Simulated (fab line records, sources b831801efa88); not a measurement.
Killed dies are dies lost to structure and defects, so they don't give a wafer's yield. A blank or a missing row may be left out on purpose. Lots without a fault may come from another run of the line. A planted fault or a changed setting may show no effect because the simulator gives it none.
A struck lot beside a sound one | flow sky130 | 24 steps out of a route of 708
Sound: wafers L930.2, L930.5, L930.6. Struck: wafers L919.3, L919.5, L919.6. The cause comes at the end.
At each step with rows: each side's tool, then ch and its chambers, then its first start. Under that, the readings that differ: sound wafers | struck wafers | difference of the means | sigmas: that difference in standard deviations of wafers without a fault.
alike: readings whose means differ by less than 2 such deviations, and words and numbers that are the same on both sides. not compared: withheld readings, readings that some wafer has no value for, bounds like >300 that may hide the same value, and numbers for which the record gives no deviation and whose values overlap.
The two part at a step that has a row with sigmas, a row that says differs or no value, or rows on one side only. Numbers that don't overlap but have no deviation are shown without sigmas and don't part them. A reading that every wafer of one side lacks parts them only if that side has two wafers or more.

first, 4 steps without rows for these wafers: SKY_LDD_HVP_SOFTBAKE_03 (time 60 s); SKY_LDD_HVP_EXPOSE_04 (exposes mask HVPTM, target cd 700 nm); SKY_LDD_HVP_PEB_05; SKY_LDD_HVP_DEVELOP_06 (develop time 60 s).
SKY_LDD_HVP_OVL_MEAS_07:
  sound on overlay-02, day 29 08:49; struck on overlay-02, day 25 05:31
  alike: LDD_HVP_OVL
then, 1 step without rows for these wafers: SKY_LDD_HVP_IMPLANT_08.
SKY_LDD_HVP_STRIP_09: strips in O2/N2.
  sound on plasma_asher-01 ch 0,1, day 29 08:59; struck on plasma_asher-01 ch 0,1, day 25 05:43
  alike: drypump_motor_current_A, o2_flow_sccm, oes_product_au, strip_time_to_endpoint_s
  not compared: rf_hours_counter_h
SKY_LDD_HVP_TW_MEAS_10:
  sound on film_metro-04, day 29 09:06; struck on film_metro-04, day 25 05:49
  alike: LDD_HVP_TW
then, 4 steps without rows for these wafers: SKY_LDD_LDN_DEHYDRATE_00 (time 60 s); SKY_LDD_LDN_HMDS_01 (prime time 60 s); SKY_LDD_LDN_COAT_02 (resist thk 1140 nm); SKY_LDD_LDN_SOFTBAKE_03 (time 60 s).
SKY_LDD_LDN_EXPOSE_04: exposes mask LDNTM, target cd 700 nm.
  sound on iline_stepper-02 ch 0, day 29 23:22; struck on iline_stepper-01 ch 0, day 25 20:34
  reading | sound                   | struck                  | difference | sigmas
  mask    | LDNTM#0 LDNTM#0 LDNTM#0 | HVPTM#0 HVPTM#0 HVPTM#0 | differs    |
  alike: stage_vel_mm_s
then, 2 steps without rows for these wafers: SKY_LDD_LDN_PEB_05; SKY_LDD_LDN_DEVELOP_06 (develop time 60 s).
SKY_LDD_LDN_OVL_MEAS_07:
  sound on overlay-02, day 30 13:19; struck on overlay-01, day 26 11:01
  reading          | sound       | struck | difference                    | sigmas
  LDD_LDN_OVL (nm) | 1.0 2.1 1.1 | - - -  | no value on the struck wafers |
then, 4 steps without rows for these wafers: SKY_LDD_LDN_IMPLANT_08; SKY_LDD_LDN_IMPLANT_09; SKY_LDD_LDN_IMPLANT_10; SKY_LDD_LDN_IMPLANT_11.
SKY_LDD_LDN_STRIP_12: strips in O2/N2.
  sound on plasma_asher-03 ch 0,1, day 30 13:56; struck on plasma_asher-04 ch 0,1, day 26 11:40
  alike: drypump_motor_current_A, o2_flow_sccm, oes_product_au, strip_time_to_endpoint_s
  not compared: rf_hours_counter_h
SKY_LDD_LDN_TW_MEAS_13:
  sound on film_metro-03, day 30 14:03; struck on film_metro-03, day 26 11:45
  reading    | sound          | struck   | difference | sigmas
  LDD_LDN_TW | 1478 1478 1481 | 30 30 30 | -1449      | -99 or more
then, 1 step without rows for these wafers: SKY_LDD_LDN_CLEAN_14 (cleans in SC1/SC2, time 150 s).
-- the record jumps here: 22 days lie between the struck wafers' starts before and after (it left off in module LDD_LDN and takes up again in module PAD_OPEN, whose first step shown is number 708 of the route) --
SKY_PAD_OPEN_PROBE_99:
  sound on prober-01, day 50 18:21; struck on prober-01, day 48 02:37
  reading             | sound    | struck      | difference | sigmas
  killed_at_front_end | 9 18 11  | 411 411 423 | +402       | +89
  killed_dies         | 84 68 72 | 492 492 492 | +417       | +43
  killed_on_rim       | 19 7 13  | 96 96 96    | +83        | +21
  alike: killed_at_M0_to_M3, killed_at_M4_up, killed_at_contacts, killed_at_other, killed_open, killed_short

WHERE THEY PART
First at SKY_LDD_LDN_EXPOSE_04; last, within this record, at SKY_PAD_OPEN_PROBE_99.

WHY: what the simulator had put in
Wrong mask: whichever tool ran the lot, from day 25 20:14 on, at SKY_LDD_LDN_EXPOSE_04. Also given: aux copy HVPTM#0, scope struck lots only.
